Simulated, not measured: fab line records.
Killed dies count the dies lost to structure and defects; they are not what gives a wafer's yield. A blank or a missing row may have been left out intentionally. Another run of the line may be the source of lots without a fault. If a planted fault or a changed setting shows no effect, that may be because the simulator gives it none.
Chamber matching / flow gf180mcu / 4 sister chambers for GF_V2_CMP_26 on cmp-02
The step polishes, stops on SiO2, t overpolish 15 s, target thk 0 nm. 4 wafers are shown with their chamber, then 7 later ones without.

== EACH WAFER AND ITS CHAMBER ==
wafer=L429.5; chamber=0; motorCurrentA (A)=10.8
wafer=L429.6; chamber=3; motorCurrentA (A)=10.0
wafer=L431.1; chamber=1; motorCurrentA (A)=11.3
wafer=L431.3; chamber=2; motorCurrentA (A)=11.4

== WAFERS WHOSE CHAMBER IS MISSING ==
wafer=L431.5; motorCurrentA (A)=11.1
wafer=L434.1; motorCurrentA (A)=12.1
wafer=L434.4; motorCurrentA (A)=10.6
wafer=L434.5; motorCurrentA (A)=10.4
wafer=L435.2; motorCurrentA (A)=11.4
wafer=L435.3; motorCurrentA (A)=11.0
wafer=L435.4; motorCurrentA (A)=10.5

== WHICH CHAMBER EACH WENT THROUGH ==
wafer=L431.5; from the rows above=can't be placed: 1 or 0 or 2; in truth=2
wafer=L434.1; from the rows above=can't be placed: 2 or 1 or 0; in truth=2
wafer=L434.4; from the rows above=can't be placed: 0 or 3 or 1 or 2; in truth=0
wafer=L434.5; from the rows above=can't be placed: 0 or 3 or 1 or 2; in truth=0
wafer=L435.2; from the rows above=can't be placed: 2 or 1 or 0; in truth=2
wafer=L435.3; from the rows above=can't be placed: 0 or 1 or 2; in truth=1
wafer=L435.4; from the rows above=can't be placed: 0 or 3 or 1 or 2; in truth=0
0 of 7 placed correctly. These rows do not allow placing 7 (true chamber among the candidates in 7). Placed wrongly: 0.
How it was worked out, from the rows above alone: a wafer's distance from a chamber is the root of the sum, over the readings, of the square of ((its reading less the chamber's mean) divided by the reading's scatter). If the next closest chamber is less than 2 further off than the closest, the wafer can't be placed; otherwise it belongs to the closest. The mean given for a chamber averages the wafers shown for that chamber. The scatter: with one shown wafer a chamber, the root of the mean of the squares of how far each hidden wafer lies from its nearest shown one.
